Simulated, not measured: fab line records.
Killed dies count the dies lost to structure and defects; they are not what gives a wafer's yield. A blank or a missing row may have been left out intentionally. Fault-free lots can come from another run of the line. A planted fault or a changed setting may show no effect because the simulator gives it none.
Which tool was responsible? / flow sky130 / 13 lots, 37 wafers sampled, at 5 steps of a route of 708

WHAT EACH GAUGE READ, for each wafer
SKY_CONTACT_THK_MEAS_03.
lot=L673; measured=day 30 07:28; on=film_metro-02; CONTACT_HDPCVD_THK (nm)=565 558 574
lot=L674; measured=day 30 15:08; on=film_metro-04; CONTACT_HDPCVD_THK (nm)=572 573 567
lot=L675; measured=day 31 03:59; on=film_metro-03; CONTACT_HDPCVD_THK (nm)=560 560 558
lot=L677; measured=day 31 22:24; on=film_metro-02; CONTACT_HDPCVD_THK (nm)=571 577 571
lot=L678; measured=day 32 07:01; on=film_metro-04; CONTACT_HDPCVD_THK (nm)=570 577 578
lot=L680; measured=day 32 16:12; on=film_metro-04; CONTACT_HDPCVD_THK (nm)=555 553 555
lot=L683; measured=day 33 19:23; on=film_metro-04; CONTACT_HDPCVD_THK (nm)=568 567 560
lot=L685; measured=day 34 09:38; on=film_metro-02; CONTACT_HDPCVD_THK (nm)=578
lot=L686; measured=day 34 18:43; on=film_metro-04; CONTACT_HDPCVD_THK (nm)=566 566 561
lot=L687; measured=day 35 02:55; on=film_metro-02; CONTACT_HDPCVD_THK (nm)=559 570 567
lot=L688; measured=day 35 06:58; on=film_metro-04; CONTACT_HDPCVD_THK (nm)=573 564 564
lot=L689; measured=day 35 12:38; on=film_metro-04; CONTACT_HDPCVD_THK (nm)=572 572 570
lot=L692; measured=day 37 01:44; on=film_metro-02; CONTACT_HDPCVD_THK (nm)=565 565 563

SKY_VIA1_THK_MEAS_01.
lot=L673; measured=day 32 17:34; on=film_metro-03; VIA1_HDPCVD_THK (nm)=1031 1028 1025
lot=L674; measured=day 33 00:13; on=film_metro-01; VIA1_HDPCVD_THK (nm)=1033 1036 1025
lot=L675; measured=day 33 13:53; on=film_metro-04; VIA1_HDPCVD_THK (nm)=1038 1040 1035
lot=L677; measured=day 34 07:56; on=film_metro-01; VIA1_HDPCVD_THK (nm)=1025 1043 1028
lot=L678; measured=day 34 16:05; on=film_metro-04; VIA1_HDPCVD_THK (nm)=1016 1015 1009
lot=L680; measured=day 35 00:13; on=film_metro-04; VIA1_HDPCVD_THK (nm)=1041 1021 1038
lot=L683; measured=day 36 01:47; on=film_metro-01; VIA1_HDPCVD_THK (nm)=1020 1010 1041
lot=L685; measured=day 36 16:52; on=film_metro-04; VIA1_HDPCVD_THK (nm)=878
lot=L686; measured=day 37 02:53; on=film_metro-01; VIA1_HDPCVD_THK (nm)=1026 1022 1015
lot=L687; measured=day 37 10:55; on=film_metro-04; VIA1_HDPCVD_THK (nm)=1026 1028 1033
lot=L688; measured=day 37 14:16; on=film_metro-03; VIA1_HDPCVD_THK (nm)=1037 1032 1019
lot=L689; measured=day 37 19:40; on=film_metro-04; VIA1_HDPCVD_THK (nm)=1033 1028 1025
lot=L692; measured=day 39 08:22; on=film_metro-04; VIA1_HDPCVD_THK (nm)=1021 1021 1016

EACH LOT AND THE TOOL THAT RAN IT (in order: tool; ch and the chambers of the sampled wafers; start)
lot=L673; SKY_LOCAL_INTERCONNECT_STRIP_15=plasma_asher-01 ch 0,1, day 30 06:38; SKY_CONTACT_CVD_00=pecvd-02 ch 0,1,2, day 30 07:18; SKY_VIA1_HDPCVD_00=hdpcvd-01 ch 0,1,2, day 32 17:26
lot=L674; SKY_LOCAL_INTERCONNECT_STRIP_15=plasma_asher-04 ch 1, day 30 14:20; SKY_CONTACT_CVD_00=pecvd-01 ch 0,1,2, day 30 14:58; SKY_VIA1_HDPCVD_00=hdpcvd-01 ch 1,2, day 33 00:06
lot=L675; SKY_LOCAL_INTERCONNECT_STRIP_15=plasma_asher-03 ch 0,1, day 31 03:13; SKY_CONTACT_CVD_00=pecvd-03 ch 0,1, day 31 03:47; SKY_VIA1_HDPCVD_00=hdpcvd-01 ch 0,1,2, day 33 13:49
lot=L677; SKY_LOCAL_INTERCONNECT_STRIP_15=plasma_asher-04 ch 0,1, day 31 21:37; SKY_CONTACT_CVD_00=pecvd-02 ch 1,2, day 31 22:14; SKY_VIA1_HDPCVD_00=hdpcvd-01 ch 0,1,2, day 34 07:50
lot=L678; SKY_LOCAL_INTERCONNECT_STRIP_15=plasma_asher-03 ch 1, day 32 06:08; SKY_CONTACT_CVD_00=pecvd-03 ch 0,1,2, day 32 06:49; SKY_VIA1_HDPCVD_00=hdpcvd-02 ch 0,1, day 34 15:57
lot=L680; SKY_LOCAL_INTERCONNECT_STRIP_15=plasma_asher-04 ch 0,1, day 32 15:25; SKY_CONTACT_CVD_00=pecvd-02 ch 0,2, day 32 16:02; SKY_VIA1_HDPCVD_00=hdpcvd-01 ch 0,1,2, day 35 00:05
lot=L683; SKY_LOCAL_INTERCONNECT_STRIP_15=plasma_asher-03 ch 0,1, day 33 18:38; SKY_CONTACT_CVD_00=pecvd-03 ch 0,1,2, day 33 19:13; SKY_VIA1_HDPCVD_00=hdpcvd-01 ch 1,2, day 36 01:40
lot=L685; SKY_LOCAL_INTERCONNECT_STRIP_15=plasma_asher-03 ch 1, day 34 08:23; SKY_CONTACT_CVD_00=pecvd-01 ch 0, day 34 09:28; SKY_VIA1_HDPCVD_00=hdpcvd-01 ch 2, day 36 16:44
lot=L686; SKY_LOCAL_INTERCONNECT_STRIP_15=plasma_asher-04 ch 0,1, day 34 17:58; SKY_CONTACT_CVD_00=pecvd-03 ch 0,2, day 34 18:34; SKY_VIA1_HDPCVD_00=hdpcvd-02 ch 0,1, day 37 02:47
lot=L687; SKY_LOCAL_INTERCONNECT_STRIP_15=plasma_asher-03 ch 0,1, day 35 01:58; SKY_CONTACT_CVD_00=pecvd-03 ch 0,1,2, day 35 02:44; SKY_VIA1_HDPCVD_00=hdpcvd-02 ch 1,2, day 37 10:47
lot=L688; SKY_LOCAL_INTERCONNECT_STRIP_15=plasma_asher-04 ch 0,1, day 35 05:52; SKY_CONTACT_CVD_00=pecvd-01 ch 0,1, day 35 06:47; SKY_VIA1_HDPCVD_00=hdpcvd-02 ch 0,2, day 37 14:08
lot=L689; SKY_LOCAL_INTERCONNECT_STRIP_15=plasma_asher-04 ch 0,1, day 35 11:53; SKY_CONTACT_CVD_00=pecvd-02 ch 0,1, day 35 12:28; SKY_VIA1_HDPCVD_00=hdpcvd-02 ch 1,2, day 37 19:32
lot=L692; SKY_LOCAL_INTERCONNECT_STRIP_15=plasma_asher-01 ch 0,1, day 37 00:59; SKY_CONTACT_CVD_00=pecvd-02 ch 0,1, day 37 01:35; SKY_VIA1_HDPCVD_00=hdpcvd-02 ch 1,2, day 39 08:15
- SKY_LOCAL_INTERCONNECT_STRIP_15: strips in O2/N2.
- SKY_CONTACT_CVD_00: deposits Si3N4, target thk 75 nm.
- SKY_VIA1_HDPCVD_00: deposits SiO2, target thk 1030 nm, time 171.7 s.

WHAT THE TOOLS THEMSELVES READ (means of the sampled wafers that have a number; where no wafer has one, the mark that the record gives instead)
SKY_LOCAL_INTERCONNECT_STRIP_15.
lot=L673; tool=plasma_asher-01; drypump_motor_current_A (A)=5.88; oes_product_au (a.u.)=0.425; strip_time_to_endpoint_s (s)=4.725
lot=L674; tool=plasma_asher-04; drypump_motor_current_A (A)=5.90; oes_product_au (a.u.)=0.422; strip_time_to_endpoint_s (s)=4.712
lot=L675; tool=plasma_asher-03; drypump_motor_current_A (A)=5.95; oes_product_au (a.u.)=0.428; strip_time_to_endpoint_s (s)=4.719
lot=L677; tool=plasma_asher-04; drypump_motor_current_A (A)=5.98; oes_product_au (a.u.)=0.426; strip_time_to_endpoint_s (s)=4.736
lot=L678; tool=plasma_asher-03; drypump_motor_current_A (A)=6.17; oes_product_au (a.u.)=0.425; strip_time_to_endpoint_s (s)=4.723
lot=L680; tool=plasma_asher-04; drypump_motor_current_A (A)=5.94; oes_product_au (a.u.)=0.425; strip_time_to_endpoint_s (s)=4.708
lot=L683; tool=plasma_asher-03; drypump_motor_current_A (A)=5.82; oes_product_au (a.u.)=0.427; strip_time_to_endpoint_s (s)=4.698
lot=L685; tool=plasma_asher-03; drypump_motor_current_A (A)=6.10; oes_product_au (a.u.)=0.427; strip_time_to_endpoint_s (s)=4.718
lot=L686; tool=plasma_asher-04; drypump_motor_current_A (A)=5.99; oes_product_au (a.u.)=0.426; strip_time_to_endpoint_s (s)=4.726
lot=L687; tool=plasma_asher-03; drypump_motor_current_A (A)=5.99; oes_product_au (a.u.)=0.426; strip_time_to_endpoint_s (s)=4.727
lot=L688; tool=plasma_asher-04; drypump_motor_current_A (A)=6.00; oes_product_au (a.u.)=0.431; strip_time_to_endpoint_s (s)=4.731
lot=L689; tool=plasma_asher-04; drypump_motor_current_A (A)=5.99; oes_product_au (a.u.)=0.430; strip_time_to_endpoint_s (s)=4.717
lot=L692; tool=plasma_asher-01; drypump_motor_current_A (A)=5.84; oes_product_au (a.u.)=0.430; strip_time_to_endpoint_s (s)=4.757

SKY_CONTACT_CVD_00.
lot=L673; tool=pecvd-02; heater_power_w (W)=741; susceptor_temp_C (C)=399.89
lot=L674; tool=pecvd-01; heater_power_w (W)=691; susceptor_temp_C (C)=399.97
lot=L675; tool=pecvd-03; heater_power_w (W)=686; susceptor_temp_C (C)=399.70
lot=L677; tool=pecvd-02; heater_power_w (W)=617; susceptor_temp_C (C)=399.67
lot=L678; tool=pecvd-03; heater_power_w (W)=702; susceptor_temp_C (C)=399.94
lot=L680; tool=pecvd-02; heater_power_w (W)=844; susceptor_temp_C (C)=399.88
lot=L683; tool=pecvd-03; heater_power_w (W)=637; susceptor_temp_C (C)=400.06
lot=L685; tool=pecvd-01; heater_power_w (W)=697; susceptor_temp_C (C)=399.95
lot=L686; tool=pecvd-03; heater_power_w (W)=794; susceptor_temp_C (C)=399.82
lot=L687; tool=pecvd-03; heater_power_w (W)=723; susceptor_temp_C (C)=400.12
lot=L688; tool=pecvd-01; heater_power_w (W)=651; susceptor_temp_C (C)=400.04
lot=L689; tool=pecvd-02; heater_power_w (W)=808; susceptor_temp_C (C)=400.17
lot=L692; tool=pecvd-02; heater_power_w (W)=814; susceptor_temp_C (C)=400.16

SKY_VIA1_HDPCVD_00.
lot=L673; tool=hdpcvd-01; sih4_flow_sccm (sccm)=60.08; susceptor_temp_C (C)=400.14
lot=L674; tool=hdpcvd-01; sih4_flow_sccm (sccm)=59.88; susceptor_temp_C (C)=400.18
lot=L675; tool=hdpcvd-01; sih4_flow_sccm (sccm)=60.21; susceptor_temp_C (C)=399.93
lot=L677; tool=hdpcvd-01; sih4_flow_sccm (sccm)=59.96; susceptor_temp_C (C)=400.14
lot=L678; tool=hdpcvd-02; sih4_flow_sccm (sccm)=59.96; susceptor_temp_C (C)=399.74
lot=L680; tool=hdpcvd-01; sih4_flow_sccm (sccm)=59.96; susceptor_temp_C (C)=399.74
lot=L683; tool=hdpcvd-01; sih4_flow_sccm (sccm)=60.03; susceptor_temp_C (C)=400.01
lot=L685; tool=hdpcvd-01; sih4_flow_sccm (sccm)=50.79; susceptor_temp_C (C)=400.03
lot=L686; tool=hdpcvd-02; sih4_flow_sccm (sccm)=59.87; susceptor_temp_C (C)=399.82
lot=L687; tool=hdpcvd-02; sih4_flow_sccm (sccm)=60.35; susceptor_temp_C (C)=400.28
lot=L688; tool=hdpcvd-02; sih4_flow_sccm (sccm)=60.08; susceptor_temp_C (C)=399.88
lot=L689; tool=hdpcvd-02; sih4_flow_sccm (sccm)=60.13; susceptor_temp_C (C)=400.10
lot=L692; tool=hdpcvd-02; sih4_flow_sccm (sccm)=60.14; susceptor_temp_C (C)=400.08

THE ANSWER, worked out from the rows above alone
Rule: usual is defined by the lots themselves. Put in order of their means at a reading, lots are off if they are a third of the lots or fewer, leave a main group of 4 or more, and stand apart from it by a gap of 3 or more times the standard deviation of the main group's means; of several such gaps the widest counts. A main group is skipped when, at the precision printed for the reading in the tables above, its means are all equal. A lot without any number at a reading at which 4 lots or more have one is off too. All remaining lots with rows at the step are treated as sound. The gauges are gone through in route order, then the tools' own readings, and for those a lot's mean is taken as printed above. At the first step where some lot is off, the reading lying furthest off is the one used; lots without a number count as furthest.
Off: at SKY_VIA1_THK_MEAS_01 (VIA1_HDPCVD_THK), L685. Mean 1027 nm and standard deviation 6.5 in the main group.
A tool fits if, at a process step before that reading, it ran every lot that is off, and no sound lot after the first of them. The gauges at SKY_VIA1_THK_MEAS_01 aren't tried: what is off there is off at SKY_VIA1_HDPCVD_00 too, on other tools, and a gauge's error can't cause that. One fits: SKY_VIA1_HDPCVD_00 on hdpcvd-01. Its last sound lot is L683 (day 36 01:40), its first lot that is off L685 (day 36 16:44): a fault that began between those two fits.
On the lots that are off, the tool's own readings at SKY_VIA1_HDPCVD_00 differ by more than 5 times the standard deviation of the sound lots' means, which bears it out; sih4_flow_sccm reads 50.79 sccm there versus 60.05 sccm on the sound lots.

WHAT THE SIMULATOR HAD PUT IN
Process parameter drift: hdpcvd-01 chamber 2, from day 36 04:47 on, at SKY_VIA1_HDPCVD_00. A move of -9 in setting sih4_flow_sccm, from 60. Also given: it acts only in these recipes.
Shown lots that were struck: L685. The rule above found the same.
